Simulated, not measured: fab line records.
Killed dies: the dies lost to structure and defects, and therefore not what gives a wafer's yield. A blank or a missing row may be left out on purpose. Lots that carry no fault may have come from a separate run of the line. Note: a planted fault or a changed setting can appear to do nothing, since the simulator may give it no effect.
Code-filled problem report in 8D (eight disciplines) form    flow sky130    the parts of the form that need people (team, actions taken, sign-off) are left out

1. WHAT IS WRONG
run length s at SKY_PASSIVATION_ETCH_11 reads a mean of 213.8 s on 6 wafers of 3 lots; wafers without a fault read 189.5 s with a standard deviation of 0.43. Relative to the usual mean, that is a shift of +57 standard deviations.
The step: etches the open film in CF4/O2, stops on AlCu, target depth 725 nm, time 161.1 s.
The first sign was on wafer L836.1 at day 46 07:19, on rie diel-04. The record has a number at this step for 33 wafers belonging to 11 lots. Rule for "out", or "out of limits": more than 4 standard deviations from the usual mean. The other wafers with a number count as sound.

2. WHAT IT IS, WHAT IT ISN'T
question                     is                                              is not
which readings at this step  run length s, oes product au                    cf4 flow sccm, drypump motor current A
which lots                   L836, L837, L838                                L830, L833, L834, L846, L847, L850, L852, L853
which wafers of those lots   L836.1, L836.5, L837.1, L837.5, L838.1, L838.5  L836.6, L837.3, L838.4
read on which tools          rie diel-04                                     rie diel-01, rie diel-02
when                         from day 46 07:19                               up to then (10 sound wafers); but 17 sound wafers of L837, L838, L846, L847, L850, L852, L853 came after

3. SUSPECTS, AND WHAT RULES EACH OUT
Counting: any tool at a process step up to the reading remains a suspect provided it ran every lot that is out. Sound lots after the first of them don't rule it out here, since some wafers of a struck lot are sound.
- rie diel-04 at SKY_PASSIVATION_ETCH_11 (etches the open film in CF4/O2, stops on AlCu, target depth 725 nm, time 161.1 s): kept. Every lot that is out went through it, the first being L836 (day 46 07:19); the last sound lot it ran before that was L834 (day 46 01:56). Its own readings are out on those wafers: oes product au, run length s.
The count leaves rie diel-04 at SKY_PASSIVATION_ETCH_11.

4. THE CAUSE (what the simulator had put in)
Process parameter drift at SKY_PASSIVATION_ETCH_11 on rie diel-04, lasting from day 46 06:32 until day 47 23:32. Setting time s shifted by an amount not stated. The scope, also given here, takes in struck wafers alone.
After counting, this tool was the only one left.

5. THE CHAIN OF EFFECTS, in route order
Each row: a reading where the mean over the struck wafers with a number is more than 3 standard deviations away from the usual. Only readings for which the record gives a usual standard deviation are gone through. hours: the time from each lot's start at the first step in this table that gives one to its start at this step, as a median over the lots. sigmas: the change in usual standard deviations.
hours  step                      reading                   usual       on struck wafers  change  sigmas
0      SKY_PASSIVATION_ETCH_11   oes product au            0.977 a.u.  0.897             -0.080  -10
0      SKY_PASSIVATION_ETCH_11   run length s              189.5 s     213.8             +24.3   +57
0      SKY_PASSIVATION_STRIP_12  strip time to endpoint s  31.56 s     30.78             -0.78   -5.2
The process steps in it:
- SKY_PASSIVATION_ETCH_11: etches the open film in CF4/O2, stops on AlCu, target depth 725 nm, time 161.1 s.
- SKY_PASSIVATION_STRIP_12: strips in O2/N2.
Later measuring or inspecting steps at which every struck wafer that the step has a row for has a number for every such reading, and none has moved that far: SKY_PAD_OPEN_BOW_MEAS_13.

6. WHAT WOULD HAVE CAUGHT IT SOONER
In this record the first reading out of limits was taken at day 46 07:19, 1 hour after the fault began at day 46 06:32.
